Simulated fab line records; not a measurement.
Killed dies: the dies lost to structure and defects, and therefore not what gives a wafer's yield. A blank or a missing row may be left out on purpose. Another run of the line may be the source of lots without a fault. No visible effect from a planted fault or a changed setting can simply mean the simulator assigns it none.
The tool behind it: which one? + flow gf180mcu + 12 lots with 36 wafers sampled at 2 steps, on a route of 602 steps

WHAT EACH GAUGE READ, for each wafer
GF_HV_LDD_CD_MEAS_07: target cd 400 nm.
| lot  | measured     | on        | cd-nm (nm)        |
|------|--------------|-----------|-------------------|
| L656 | day 10 00:25 | cd-sem-02 | 397.8 398.4 397.4 |
| L659 | day 11 09:05 | cd-sem-01 | 403.6 403.1 402.9 |
| L660 | day 11 11:47 | cd-sem-02 | 396.9 398.1 397.7 |
| L661 | day 11 19:01 | cd-sem-02 | 400.4 400.1 399.8 |
| L662 | day 12 00:37 | cd-sem-02 | 404.7 402.7 403.6 |
| L664 | day 12 14:56 | cd-sem-01 | 396.3 399.2 401.4 |
| L669 | day 14 00:35 | cd-sem-01 | 352.9 350.7 352.9 |
| L673 | day 15 10:05 | cd-sem-02 | 365.5 363.3 364.3 |
| L674 | day 15 13:19 | cd-sem-01 | 399.3 401.5 401.2 |
| L675 | day 15 21:37 | cd-sem-01 | 397.3 397.6 396.2 |
| L677 | day 16 14:13 | cd-sem-02 | 400.5 402.2 403.5 |
| L679 | day 17 07:34 | cd-sem-01 | 399.4 398.7 400.9 |

WHICH TOOL RAN EACH LOT (tool, then ch and the chambers of the sampled wafers, then the start)
| lot  | GF_HV_LDD_EXPOSE_04                 |
|------|-------------------------------------|
| L656 | iline-stepper-01 ch 0, day 9 16:14  |
| L659 | iline-stepper-02 ch 0, day 10 23:52 |
| L660 | iline-stepper-01 ch 0, day 11 02:25 |
| L661 | iline-stepper-02 ch 0, day 11 10:03 |
| L662 | iline-stepper-02 ch 0, day 11 15:03 |
| L664 | iline-stepper-02 ch 0, day 12 05:24 |
| L669 | iline-stepper-02 ch 0, day 13 15:01 |
| L673 | iline-stepper-02 ch 0, day 14 23:35 |
| L674 | iline-stepper-01 ch 0, day 15 02:52 |
| L675 | iline-stepper-01 ch 0, day 15 11:19 |
| L677 | iline-stepper-01 ch 0, day 16 04:02 |
| L679 | iline-stepper-01 ch 0, day 16 20:55 |
- GF_HV_LDD_EXPOSE_04: exposes mask Nplus LV AREA, target cd 400 nm.

AS READ BY THE TOOLS THEMSELVES (means over the sampled wafers that have a number; for cases with no such wafer, the mark the record gives instead)
GF_HV_LDD_EXPOSE_04.
| lot  | tool             | exposure-dose-mJ-cm2 |
|------|------------------|----------------------|
| L656 | iline-stepper-01 | 140.11               |
| L659 | iline-stepper-02 | 139.86               |
| L660 | iline-stepper-01 | 140.12               |
| L661 | iline-stepper-02 | 139.95               |
| L662 | iline-stepper-02 | 139.95               |
| L664 | iline-stepper-02 | 139.81               |
| L669 | iline-stepper-02 | 118.06               |
| L673 | iline-stepper-02 | 122.98               |
| L674 | iline-stepper-01 | 139.95               |
| L675 | iline-stepper-01 | 140.05               |
| L677 | iline-stepper-01 | 140.00               |
| L679 | iline-stepper-01 | 140.11               |

THE ANSWER, worked out from the rows above alone
Rule: the usual values come from the lots themselves. The widest of any qualifying gaps counts: lots, ordered by their means at a reading, are off when they make up no more than a third of the lots, leave a main group of 4 or more, and stand apart from it by 3 or more times the standard deviation of that group's means. A main group whose means are all the same, to the digits that the tables above print for the reading, isn't used. Also off: a lot with no number at a reading for which 4 or more lots have one. Any other lot the step has rows for is counted as sound. Order of review: gauges by route order, followed by the tools' own readings, for which a lot's mean as printed above is used. The first step at which some lot is off is used, and at that step the reading that is off furthest; a lot without a number counts as furthest.
Off: L669, L673, at GF_HV_LDD_CD_MEAS_07 (cd-nm). The main group has a mean of 400.1 nm with a standard deviation of 2.2.
If a tool, at a process step before that reading, ran all the lots that are off and no sound lot after the first of them, it fits. The gauges at GF_HV_LDD_CD_MEAS_07 aren't tried: what is off there is off at GF_HV_LDD_EXPOSE_04 too, on other tools, and a gauge's error can't cause that. One fits: iline-stepper-02 at GF_HV_LDD_EXPOSE_04. A fault onset in the window from L664 (day 12 05:24, its last sound lot) to L669 (day 13 15:01, its first lot off) fits.
The tool's own readings at GF_HV_LDD_EXPOSE_04 bear it out: on the lots that are off they differ by more than 5 times the standard deviation of the sound lots' means. exposure-dose-mJ-cm2 reads 120.52 there against 139.99 on the sound lots.

WHAT THE SIMULATOR PUT IN
Drift in process parameters on iline-stepper-02 at GF_HV_LDD_EXPOSE_04, starting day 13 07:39. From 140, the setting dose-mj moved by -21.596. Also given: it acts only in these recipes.
Lots struck among those shown: L669, L673. The rule above reached the same finding.
